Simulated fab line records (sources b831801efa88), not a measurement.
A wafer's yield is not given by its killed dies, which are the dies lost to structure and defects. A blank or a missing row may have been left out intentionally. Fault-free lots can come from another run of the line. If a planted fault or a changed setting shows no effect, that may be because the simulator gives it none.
fab line records + flow gf180mcu
record
- lots=14
- wafers=42
- last_day=34
route steps=602 shown DNWELL@40 NWELL@52 VT_IMPLANT@97 POLY_GATE@168
lots untouched by any fault: they come from a run of this same line in which no faults occurred
start_h: the number of hours between the record's first day and the start of the first shown wafer of the lot + wait_h: hours elapsed since this lot's preceding step + " as in the row above + L1.1+2: a single row standing in for several wafers + - value missing, or start not given + * or withheld: withheld + < > ~ a bound
route shown NAME@n: a module of which the file shows steps, and the number in the route of the first + usual: the fault-free wafers' mean and standard deviation + same: alike in all rows + chamber/n: place in a boat + sites: each site's reading + _std_site: the values' standard deviation + _edge_site: the outer-site mean with the inner-site mean subtracted + radius_mm: for every site, how far away it sits from the centre of the wafer + mask NAME#n: copy n + behind: the tool/chamber that last shaped the wafer + hold: why the lot was held/for how many hours/how that ended + device: which transistor (n, p or np) failed to switch + end of line: tests run on the same wafers once the route is complete + where a step has no rows: the recipe by itself + killed: count of dies lost to structure and defects at first sort (not the wafer's yield) + map: per-die view of a wafer (x killed, . not killed, _ where there is no die)
set.NAME: the run value of the setting; set.NAME@STEP: its run value at that earlier step + model.NAME: the simulator's own value behind a step, which no gauge read
the route's steps for a sample of lots (tables are steps, rows are wafers)
services: from which hour (start_h, from the record's first day; less than 0 if before it) a tool's chamber was out of use, for how many hours, and why
## steps
# step GF_DNWELL_STRIP_08
# recipe
- chemistry=O2/N2
- power_w=1400
- pressure_mtorr=1500
- platen_temp_c=250
- o2_flow_sccm=3000
- n2_flow_sccm=300
- overash_fraction=0.5
# usual
- chamber_pressure_mTorr=1499.8/1.3
- drypump_motor_current_A=5.5/0.42
- heater_power_w=353/80
- oes_product_au=0.722/0.0044
- strip_time_to_endpoint_s=36.99/0.1
| lot.wafer | tool            | chamber | start_h | wait_h | chamber_pressure_mTorr | drypump_motor_current_A | heater_power_w | oes_product_au | rf_hours_counter_h | strip_time_to_endpoint_s |
|-----------|-----------------|---------|---------|--------|------------------------|-------------------------|----------------|----------------|--------------------|--------------------------|
| L137.3    | plasma_asher-02 | 0       | 42.84   | 0.1    | 1499.4                 | 6.2                     | 304            | 0.725          | -                  | 37.09                    |
| L137.4    | "               | 1       | "       | "      | 1500.2                 | 5.2                     | 360            | 0.725          | -                  | 37.14                    |
| L137.6    | "               | 0       | "       | "      | 1500.8                 | 6.2                     | 291            | 0.724          | -                  | 37.00                    |
| L138.3    | plasma_asher-01 | 0       | 47.79   | 0.1    | 1496.3                 | 5.7                     | 345            | 0.726          | -                  | 36.84                    |
| L138.4    | "               | 1       | "       | "      | 1499.8                 | 5.6                     | 312            | 0.728          | -                  | 36.92                    |
| L138.6    | "               | 0       | "       | "      | 1499.9                 | 5.7                     | 338            | 0.730          | -                  | 36.97                    |
| L141.1    | plasma_asher-02 | 1       | 65.66   | 0.1    | 1500.9                 | 5.2                     | 370            | 0.728          | 41                 | 36.89                    |
| L141.5    | "               | 0       | "       | "      | 1500.6                 | 6.2                     | 304            | 0.724          | -                  | 36.98                    |
| L141.6    | "               | 1       | "       | "      | 1499.4                 | 5.2                     | 378            | 0.719          | -                  | 36.97                    |
| L142.3    | plasma_asher-03 | 0       | 70.83   | 0.1    | 1499.6                 | 5.6                     | 280            | 0.723          | -                  | 37.00                    |
| L142.4    | "               | 1       | "       | "      | 1498.7                 | 4.9                     | 481            | 0.726          | -                  | 37.04                    |
| L142.6    | "               | 0       | "       | "      | 1501.4                 | 5.6                     | 272            | 0.722          | -                  | 37.09                    |
| L144.3    | plasma_asher-03 | 0       | 81.43   | 0.1    | 1502.6                 | 5.6                     | 280            | 0.720          | -                  | 37.01                    |
| L144.4    | "               | 1       | "       | "      | 1500.5                 | 4.9                     | 484            | 0.726          | -                  | 36.98                    |
| L144.5    | "               | 0       | "       | "      | 1500.9                 | 5.6                     | 269            | 0.724          | -                  | 36.87                    |
| L146.2    | plasma_asher-02 | 0       | 89.91   | 0.1    | 1497.7                 | 6.2                     | 295            | 0.722          | 44                 | 37.05                    |
| L146.3    | "               | 0       | "       | "      | 1500.0                 | 6.2                     | 288            | 0.718          | -                  | 37.07                    |
| L146.6    | "               | 0       | "       | "      | 1499.1                 | 6.2                     | 301            | 0.725          | -                  | 37.02                    |
| L147.2    | plasma_asher-02 | 0       | 95.81   | 0.1    | -                      | -                       | -              | -              | -                  | -                        |
| L147.4    | "               | 1       | "       | "      | -                      | -                       | -              | -              | -                  | -                        |
| L147.5    | "               | 0       | "       | "      | -                      | -                       | -              | -              | -                  | -                        |
| L148.1    | plasma_asher-02 | 0       | 101.55  | 0.1    | -                      | -                       | -              | -              | -                  | -                        |
| L148.3    | "               | 0       | "       | "      | -                      | -                       | -              | -              | -                  | -                        |
| L148.6    | "               | 1       | "       | "      | -                      | -                       | -              | -              | -                  | -                        |
| L150.1    | plasma_asher-01 | 0       | 109.91  | 0.1    | 1499.5                 | 5.7                     | 337            | 0.716          | 50                 | 37.03                    |
| L150.2    | "               | 1       | "       | "      | 1498.7                 | 5.6                     | 306            | 0.722          | 50                 | 36.92                    |
| L150.6    | "               | 0       | "       | "      | 1500.2                 | 5.7                     | 338            | 0.721          | -                  | 36.92                    |
| L153.1    | plasma_asher-03 | 1       | 127.26  | 0.1    | 1503.6                 | 4.9                     | 500            | 0.723          | 42                 | 36.82                    |
| L153.2    | "               | 0       | "       | "      | 1498.0                 | 5.6                     | 269            | 0.714          | 42                 | 36.91                    |
| L153.5    | "               | 0       | "       | "      | 1499.8                 | 5.6                     | 276            | 0.729          | -                  | 36.98                    |
| L156.1    | plasma_asher-03 | 1       | 144.31  | 0.1    | 1501.1                 | 5.0                     | 498            | 0.712          | 44                 | 37.07                    |
| L156.4    | "               | 0       | "       | "      | 1500.0                 | 5.6                     | 271            | 0.719          | -                  | 37.12                    |
| L156.6    | "               | 1       | "       | "      | 1499.2                 | 4.9                     | 485            | 0.719          | -                  | 37.10                    |
| L157.1    | plasma_asher-02 | 1       | 149.75  | 0.1    | 1499.2                 | 5.2                     | 381            | 0.728          | 4                  | 37.15                    |
| L157.2    | "               | 0       | "       | "      | 1500.5                 | 6.2                     | 284            | 0.726          | 4                  | 37.07                    |
| L157.6    | "               | 1       | "       | "      | 1500.6                 | 5.2                     | 388            | 0.724          | -                  | 37.26                    |
| L159.2    | plasma_asher-03 | 1       | 158.11  | 0.1    | 1498.9                 | 5.0                     | 474            | 0.721          | 45                 | 36.94                    |
| L159.3    | "               | 0       | "       | "      | 1501.4                 | 5.6                     | 273            | 0.726          | -                  | 36.82                    |
| L159.6    | "               | 1       | "       | "      | 1499.6                 | 5.0                     | 487            | 0.732          | -                  | 36.96                    |
| L160.1    | plasma_asher-03 | 1       | 168.26  | 0.1    | 1499.3                 | 4.9                     | 489            | 0.725          | 46                 | 36.87                    |
| L160.3    | "               | 0       | "       | "      | 1500.9                 | 5.6                     | 277            | 0.715          | -                  | 36.99                    |
| L160.5    | "               | 0       | "       | "      | 1501.1                 | 5.6                     | 273            | 0.727          | -                  | 36.89                    |
# step GF_NWELL_STRIP_10
# recipe
- chemistry=O2/N2
- power_w=1400
- pressure_mtorr=1500
- platen_temp_c=250
- o2_flow_sccm=3000
- n2_flow_sccm=300
- overash_fraction=0.5
# usual
- chamber_pressure_mTorr=1500.0/1.6
- drypump_motor_current_A=5.7/0.57
- heater_power_w=336/35
- oes_product_au=0.723/0.0045
- strip_time_to_endpoint_s=37.00/0.11
| lot.wafer | tool            | chamber | start_h | wait_h | chamber_pressure_mTorr | drypump_motor_current_A | heater_power_w | oes_product_au | rf_hours_counter_h | strip_time_to_endpoint_s |
|-----------|-----------------|---------|---------|--------|------------------------|-------------------------|----------------|----------------|--------------------|--------------------------|
| L137.3    | plasma_asher-01 | 0       | 56.19   | 0.1    | 1500.2                 | 5.7                     | 333            | 0.721          | -                  | 36.70                    |
| L137.4    | "               | 1       | "       | "      | 1498.9                 | 5.5                     | 307            | 0.718          | -                  | 36.78                    |
| L137.6    | "               | 0       | "       | "      | 1500.0                 | 5.7                     | 342            | 0.723          | -                  | 36.76                    |
| L138.3    | plasma_asher-01 | 0       | 61.19   | 0.1    | 1499.6                 | 5.7                     | 344            | 0.723          | -                  | 37.10                    |
| L138.4    | "               | 1       | "       | "      | 1501.7                 | 5.5                     | 314            | 0.723          | -                  | 37.05                    |
| L138.6    | "               | 0       | "       | "      | 1498.7                 | 5.7                     | 339            | 0.724          | -                  | 36.96                    |
| L141.1    | plasma_asher-01 | 0       | 79.30   | 0.1    | 1500.5                 | 5.8                     | 331            | 0.722          | 47                 | 36.99                    |
| L141.5    | "               | 0       | "       | "      | 1498.7                 | 5.7                     | 350            | 0.719          | -                  | 37.01                    |
| L141.6    | "               | 1       | "       | "      | 1502.6                 | 5.6                     | 308            | 0.721          | -                  | 36.96                    |
| L142.3    | plasma_asher-02 | 1       | 84.34   | 0.1    | 1495.7                 | 5.2                     | 381            | 0.727          | -                  | 37.06                    |
| L142.4    | "               | 0       | "       | "      | 1501.6                 | 6.2                     | 293            | 0.723          | -                  | 37.09                    |
| L142.6    | "               | 1       | "       | "      | 1499.2                 | 5.2                     | 377            | 0.723          | -                  | 37.05                    |
| L144.3    | plasma_asher-04 | 1       | 95.59   | 0.1    | 1498.7                 | 6.5                     | 355            | 0.728          | -                  | 37.25                    |
| L144.4    | "               | 0       | "       | "      | 1500.9                 | 4.7                     | 336            | 0.724          | -                  | 37.22                    |
| L144.5    | "               | 0       | "       | "      | 1500.3                 | 4.7                     | 335            | 0.727          | -                  | 37.26                    |
| L146.2    | plasma_asher-02 | 0       | 104.64  | 0.1    | 1500.6                 | 6.2                     | 306            | 0.720          | 45                 | 37.14                    |
| L146.3    | "               | 1       | "       | "      | 1498.0                 | 5.2                     | 373            | 0.713          | -                  | 37.01                    |
| L146.6    | "               | 0       | "       | "      | 1496.6                 | 6.2                     | 297            | 0.725          | -                  | 36.89                    |
| L147.2    | plasma_asher-04 | 0       | 110.44  | 0.1    | 1498.4                 | 4.8                     | 336            | 0.754          | 32                 | 81.05                    |
| L147.4    | "               | 1       | "       | "      | 1498.0                 | 6.4                     | 356            | 0.736          | -                  | 81.10                    |
| L147.5    | "               | 0       | "       | "      | 1498.6                 | 4.7                     | 343            | 0.736          | -                  | 81.16                    |
| L148.1    | plasma_asher-01 | 1       | 116.15  | 0.1    | 1500.8                 | 5.6                     | 311            | 0.738          | 51                 | 81.54                    |
| L148.3    | "               | 1       | "       | "      | 1500.6                 | 5.5                     | 305            | 0.739          | -                  | 81.45                    |
| L148.6    | "               | 0       | "       | "      | 1500.9                 | 5.8                     | 341            | 0.743          | -                  | 81.41                    |
| L150.1    | plasma_asher-01 | 0       | 124.60  | 0.1    | 1498.4                 | 5.7                     | 341            | 0.714          | 52                 | 36.92                    |
| L150.2    | "               | 1       | "       | "      | 1503.5                 | 5.5                     | 307            | 0.725          | 52                 | 36.94                    |
| L150.6    | "               | 0       | "       | "      | 1499.6                 | 5.7                     | 336            | 0.730          | -                  | 36.85                    |
| L153.1    | plasma_asher-02 | 0       | 143.20  | 0.1    | 1499.1                 | 6.2                     | 281            | 0.723          | 3                  | 36.95                    |
| L153.2    | "               | 1       | "       | "      | 1501.4                 | 5.2                     | 409            | 0.728          | 3                  | 36.90                    |
| L153.5    | "               | 1       | "       | "      | 1499.1                 | 5.2                     | 385            | 0.725          | -                  | 36.97                    |
| L156.1    | plasma_asher-02 | 0       | 160.09  | 0.1    | 1499.6                 | 6.2                     | 282            | 0.723          | 5                  | 36.96                    |
| L156.4    | "               | 1       | "       | "      | 1502.1                 | 5.2                     | 398            | 0.724          | -                  | 36.95                    |
| L156.6    | "               | 1       | "       | "      | 1501.9                 | 5.2                     | 383            | 0.723          | -                  | 36.98                    |
| L157.1    | plasma_asher-04 | 0       | 166.19  | 0.1    | 1499.0                 | 4.7                     | 341            | 0.723          | 37                 | 36.92                    |
| L157.2    | "               | 1       | "       | "      | 1498.9                 | 6.5                     | 347            | 0.731          | 37                 | 36.89                    |
| L157.6    | "               | 0       | "       | "      | 1501.7                 | 4.7                     | 352            | 0.726          | -                  | 36.98                    |
| L159.2    | plasma_asher-04 | 1       | 174.39  | 0.1    | 1500.5                 | 6.4                     | 356            | 0.728          | 38                 | 36.98                    |
| L159.3    | "               | 0       | "       | "      | 1500.6                 | 4.8                     | 339            | 0.721          | -                  | 36.91                    |
| L159.6    | "               | 0       | "       | "      | 1500.0                 | 4.8                     | 342            | 0.722          | -                  | 36.93                    |
| L160.1    | plasma_asher-02 | 0       | 185.29  | 0.1    | 1500.2                 | 6.2                     | 286            | 0.719          | 7                  | 37.01                    |
| L160.3    | "               | 1       | "       | "      | 1501.2                 | 5.2                     | 393            | 0.720          | -                  | 37.05                    |
| L160.5    | "               | 0       | "       | "      | 1500.7                 | 6.2                     | 282            | 0.726          | -                  | 36.95                    |
# step GF_NWELL_TW_MEAS_11
# usual
- NWELL_TW=1580/11
| lot.wafer | tool          | chamber | start_h | wait_h | NWELL_TW |
|-----------|---------------|---------|---------|--------|----------|
| L137.3    | film_metro-03 | -       | 56.27   | 0.1    | 1594     |
| L137.4    | "             | -       | "       | "      | 1588     |
| L137.6    | "             | -       | "       | "      | 1585     |
| L138.3    | film_metro-01 | -       | 61.27   | 0.1    | 1570     |
| L138.4    | "             | -       | "       | "      | 1569     |
| L138.6    | "             | -       | "       | "      | 1566     |
| L141.1    | film_metro-01 | -       | 79.40   | 0.1    | 1572     |
| L141.5    | "             | -       | "       | "      | 1578     |
| L141.6    | "             | -       | "       | "      | 1571     |
| L142.3    | film_metro-03 | -       | 84.42   | 0.1    | 1595     |
| L142.4    | "             | -       | "       | "      | 1590     |
| L142.6    | "             | -       | "       | "      | 1596     |
| L144.3    | film_metro-04 | -       | 95.67   | 0.1    | 1588     |
| L144.4    | "             | -       | "       | "      | 1583     |
| L144.5    | "             | -       | "       | "      | 1582     |
| L146.2    | film_metro-03 | -       | 104.75  | 0.1    | 1596     |
| L146.3    | "             | -       | "       | "      | 1605     |
| L146.6    | "             | -       | "       | "      | 1598     |
| L147.2    | film_metro-01 | -       | 110.55  | 0.1    | 30       |
| L147.4    | "             | -       | "       | "      | 30       |
| L147.5    | "             | -       | "       | "      | 30       |
| L148.1    | film_metro-04 | -       | 116.25  | 0.1    | 30       |
| L148.3    | "             | -       | "       | "      | 30       |
| L148.6    | "             | -       | "       | "      | 30       |
| L150.1    | film_metro-04 | -       | 124.70  | 0.1    | 1578     |
| L150.2    | "             | -       | "       | "      | 1586     |
| L150.6    | "             | -       | "       | "      | 1585     |
| L153.1    | film_metro-04 | -       | 143.30  | 0.1    | 1577     |
| L153.2    | "             | -       | "       | "      | 1579     |
| L153.5    | "             | -       | "       | "      | 1589     |
| L156.1    | film_metro-04 | -       | 160.19  | 0.1    | 1579     |
| L156.4    | "             | -       | "       | "      | 1586     |
| L156.6    | "             | -       | "       | "      | 1576     |
| L157.1    | film_metro-04 | -       | 166.29  | 0.1    | 1584     |
| L157.2    | "             | -       | "       | "      | 1578     |
| L157.6    | "             | -       | "       | "      | 1575     |
| L159.2    | film_metro-01 | -       | 174.50  | 0.1    | 1573     |
| L159.3    | "             | -       | "       | "      | 1564     |
| L159.6    | "             | -       | "       | "      | 1566     |
| L160.1    | film_metro-01 | -       | 185.39  | 0.1    | 1574     |
| L160.3    | "             | -       | "       | "      | 1582     |
| L160.5    | "             | -       | "       | "      | 1571     |
# step GF_VT_IMPLANT_OVL_MEAS_07
# usual
- VT_IMPLANT_OVL=-0.1/1.7
| lot.wafer | tool       | chamber | start_h | wait_h | VT_IMPLANT_OVL[nm] |
|-----------|------------|---------|---------|--------|--------------------|
| L137.3    | overlay-01 | -       | 111.66  | 0.1    | 2.6                |
| L137.4    | "          | -       | "       | "      | 1.7                |
| L137.6    | "          | -       | "       | "      | 1.4                |
| L138.3    | overlay-01 | -       | 116.22  | 0.1    | -1.9               |
| L138.4    | "          | -       | "       | "      | -1.8               |
| L138.6    | "          | -       | "       | "      | -2.2               |
| L141.1    | overlay-01 | -       | 137.17  | 0.1    | -0.6               |
| L141.5    | "          | -       | "       | "      | 1.4                |
| L141.6    | "          | -       | "       | "      | 0.0                |
| L142.3    | overlay-01 | -       | 143.82  | 0.1    | -0.2               |
| L142.4    | "          | -       | "       | "      | -1.4               |
| L142.6    | "          | -       | "       | "      | 1.9                |
| L144.3    | overlay-01 | -       | 155.27  | 0.1    | 2.3                |
| L144.4    | "          | -       | "       | "      | 3.2                |
| L144.5    | "          | -       | "       | "      | 1.5                |
| L146.2    | overlay-01 | -       | 166.57  | 0.1    | -0.9               |
| L146.3    | "          | -       | "       | "      | 1.3                |
| L146.6    | "          | -       | "       | "      | 0.4                |
| L147.2    | overlay-02 | -       | 172.02  | 0.1    | 0.1                |
| L147.4    | "          | -       | "       | "      | -1.3               |
| L147.5    | "          | -       | "       | "      | -0.3               |
| L148.1    | overlay-02 | -       | 179.51  | 0.1    | -1.4               |
| L148.3    | "          | -       | "       | "      | 0.3                |
| L148.6    | "          | -       | "       | "      | 0.0                |
| L150.1    | overlay-02 | -       | 188.15  | 0.1    | -2.9               |
| L150.2    | "          | -       | "       | "      | -3.8               |
| L150.6    | "          | -       | "       | "      | -2.9               |
| L153.1    | overlay-01 | -       | 207.66  | 0.1    | 1.7                |
| L153.2    | "          | -       | "       | "      | 1.7                |
| L153.5    | "          | -       | "       | "      | 2.8                |
| L156.1    | overlay-02 | -       | 228.75  | 0.1    | -1.0               |
| L156.4    | "          | -       | "       | "      | -1.5               |
| L156.6    | "          | -       | "       | "      | 0.8                |
| L157.1    | overlay-01 | -       | 235.17  | 0.1    | 1.5                |
| L157.2    | "          | -       | "       | "      | 1.3                |
| L157.6    | "          | -       | "       | "      | 1.1                |
| L159.2    | overlay-01 | -       | 245.56  | 0.1    | -0.3               |
| L159.3    | "          | -       | "       | "      | 1.2                |
| L159.6    | "          | -       | "       | "      | -0.2               |
| L160.1    | overlay-01 | -       | 257.21  | 0.1    | -0.6               |
| L160.3    | "          | -       | "       | "      | -1.1               |
| L160.5    | "          | -       | "       | "      | 0.7                |
# step GF_VT_IMPLANT_TW_MEAS_32
# usual
- VT_IMPLANT_3_TW=268.1/1.5
| lot.wafer | tool          | chamber | start_h | wait_h | VT_IMPLANT_3_TW |
|-----------|---------------|---------|---------|--------|-----------------|
| L137.3    | film_metro-04 | -       | 142.52  | 0.1    | 265.6           |
| L137.4    | "             | -       | "       | "      | 267.9           |
| L137.6    | "             | -       | "       | "      | 268.9           |
| L138.3    | film_metro-04 | -       | 147.31  | 0.1    | 264.8           |
| L138.4    | "             | -       | "       | "      | 265.8           |
| L138.6    | "             | -       | "       | "      | 265.3           |
| L141.1    | film_metro-04 | -       | 168.64  | 0.1    | 267.6           |
| L141.5    | "             | -       | "       | "      | 268.9           |
| L141.6    | "             | -       | "       | "      | 266.7           |
| L142.3    | film_metro-03 | -       | 176.37  | 0.1    | 269.7           |
| L142.4    | "             | -       | "       | "      | 270.5           |
| L142.6    | "             | -       | "       | "      | 272.8           |
| L144.3    | film_metro-03 | -       | 189.32  | 0.1    | 269.3           |
| L144.4    | "             | -       | "       | "      | 270.5           |
| L144.5    | "             | -       | "       | "      | 270.6           |
| L146.2    | film_metro-04 | -       | 200.85  | 0.1    | 268.1           |
| L146.3    | "             | -       | "       | "      | 267.1           |
| L146.6    | "             | -       | "       | "      | 269.2           |
| L147.2    | film_metro-03 | -       | 206.41  | 0.1    | 268.4           |
| L147.4    | "             | -       | "       | "      | 270.8           |
| L147.5    | "             | -       | "       | "      | 269.4           |
| L148.1    | film_metro-04 | -       | 214.80  | 0.1    | 267.3           |
| L148.3    | "             | -       | "       | "      | 266.3           |
| L148.6    | "             | -       | "       | "      | 267.4           |
| L150.1    | film_metro-02 | -       | 223.13  | 0.1    | 266.2           |
| L150.2    | "             | -       | "       | "      | 266.9           |
| L150.6    | "             | -       | "       | "      | 267.6           |
| L153.1    | film_metro-04 | -       | 243.35  | 0.1    | 267.1           |
| L153.2    | "             | -       | "       | "      | 267.6           |
| L153.5    | "             | -       | "       | "      | 266.6           |
| L156.1    | film_metro-03 | -       | 267.13  | 0.1    | 268.3           |
| L156.4    | "             | -       | "       | "      | 268.8           |
| L156.6    | "             | -       | "       | "      | 267.9           |
| L157.1    | film_metro-04 | -       | 273.35  | 0.1    | 270.3           |
| L157.2    | "             | -       | "       | "      | 268.2           |
| L157.6    | "             | -       | "       | "      | 267.9           |
| L159.2    | film_metro-02 | -       | 284.56  | 0.1    | 267.7           |
| L159.3    | "             | -       | "       | "      | 268.6           |
| L159.6    | "             | -       | "       | "      | 267.2           |
| L160.1    | film_metro-02 | -       | 297.39  | 0.1    | 270.2           |
| L160.3    | "             | -       | "       | "      | 269.3           |
| L160.5    | "             | -       | "       | "      | 269.6           |
# step GF_POLY_GATE_OVL_MEAS_11
# usual
- POLY_GATE_OVL=1/7.7
| lot.wafer | tool       | chamber | start_h | wait_h | POLY_GATE_OVL[nm] |
|-----------|------------|---------|---------|--------|-------------------|
| L137.3    | overlay-01 | -       | 196.68  | 0.1    | 12                |
| L137.4    | "          | -       | "       | "      | -2                |
| L137.6    | "          | -       | "       | "      | 3                 |
| L138.3    | overlay-01 | -       | 202.39  | 0.1    | 7                 |
| L138.4    | "          | -       | "       | "      | -7                |
| L138.6    | "          | -       | "       | "      | -6                |
| L141.1    | overlay-01 | -       | 225.49  | 0.1    | 16                |
| L141.5    | "          | -       | "       | "      | 12                |
| L141.6    | "          | -       | "       | "      | 13                |
| L142.3    | overlay-02 | -       | 234.09  | 0.1    | -4                |
| L142.4    | "          | -       | "       | "      | -3                |
| L142.6    | "          | -       | "       | "      | -6                |
| L144.3    | overlay-02 | -       | 248.98  | 0.1    | -10               |
| L144.4    | "          | -       | "       | "      | 6                 |
| L144.5    | "          | -       | "       | "      | -5                |
| L146.2    | overlay-02 | -       | 264.29  | 0.1    | 4                 |
| L146.3    | "          | -       | "       | "      | -6                |
| L146.6    | "          | -       | "       | "      | 3                 |
| L147.2    | overlay-02 | -       | 269.53  | 0.1    | 13                |
| L147.4    | "          | -       | "       | "      | 13                |
| L147.5    | "          | -       | "       | "      | 3                 |
| L148.1    | overlay-01 | -       | 275.92  | 0.1    | 8                 |
| L148.3    | "          | -       | "       | "      | 7                 |
| L148.6    | "          | -       | "       | "      | -1                |
| L150.1    | overlay-02 | -       | 289.58  | 0.1    | -12               |
| L150.2    | "          | -       | "       | "      | -10               |
| L150.6    | "          | -       | "       | "      | -7                |
| L153.1    | overlay-01 | -       | 307.72  | 0.1    | 9                 |
| L153.2    | "          | -       | "       | "      | 3                 |
| L153.5    | "          | -       | "       | "      | 7                 |
| L156.1    | overlay-01 | -       | 333.22  | 0.1    | 7                 |
| L156.4    | "          | -       | "       | "      | -10               |
| L156.6    | "          | -       | "       | "      | -6                |
| L157.1    | overlay-01 | -       | 340.83  | 0.1    | -5                |
| L157.2    | "          | -       | "       | "      | 8                 |
| L157.6    | "          | -       | "       | "      | 8                 |
| L159.2    | overlay-02 | -       | 353.34  | 0.1    | -1                |
| L159.3    | "          | -       | "       | "      | 3                 |
| L159.6    | "          | -       | "       | "      | -1                |
| L160.1    | overlay-02 | -       | 367.92  | 0.1    | 3                 |
| L160.3    | "          | -       | "       | "      | 0                 |
| L160.5    | "          | -       | "       | "      | 3                 |
## services
| tool            | chamber | start_h | hours | kind       |
|-----------------|---------|---------|-------|------------|
| plasma_asher-03 | -       | 39.52   | 14.6  | pm         |
| plasma_asher-02 | -       | 46.34   | 14.6  | pm         |
| plasma_asher-03 | -       | 72.07   | 1.9   | repair     |
| plasma_asher-02 | -       | 108.82  | 9.0   | pm         |
| plasma_asher-02 | 0       | 108.82  | 9.0   | vent_cycle |
| plasma_asher-02 | 1       | 108.82  | 9.0   | vent_cycle |
| plasma_asher-02 | 0       | 117.82  | -     | clean      |
| plasma_asher-02 | 1       | 117.82  | -     | clean      |
| plasma_asher-04 | -       | 141.68  | 6.3   | repair     |
## key
first_sign
- step=GF_DNWELL_STRIP_08
- reading=tool_record
- direction=missing
effect
- step=GF_NWELL_STRIP_10
- reading=strip_time_to_endpoint_s
- direction=up
- sigmas=99+
- usual=*
- struck=*
effect
- step=GF_NWELL_TW_MEAS_11
- reading=NWELL_TW
- direction=down
- sigmas=99+
- usual=1580
- struck=30
met_at GF_DNWELL_STRIP_08
struck_lots L147,L148
sort_left_out L147.2,L147.4,L147.5,L148.1,L148.3,L148.6
tester_left_out L147,L148
not_acting_at GF_VT_IMPLANT_OVL_MEAS_07,GF_VT_IMPLANT_TW_MEAS_32,GF_POLY_GATE_OVL_MEAS_11
onset_between 89.91 95.81
fault
- kind=skipped_step_whole
- tool=plasma_asher-02
- chamber=-
- onset_h=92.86
- steps=GF_DNWELL_STRIP_08
- scope=struck_lots_only
# tester_left_out: of these lots the tester's yield and bins aren't shown, on N5 and GAA mostly nor the transistor test; their killed dies are dies lost to structure and defects alone, not to doping, threshold or leakage, so they don't give the yield
# sort_left_out: the simulated sort isn't trusted on such a fault, so these wafers' sort isn't shown, and their yield isn't known
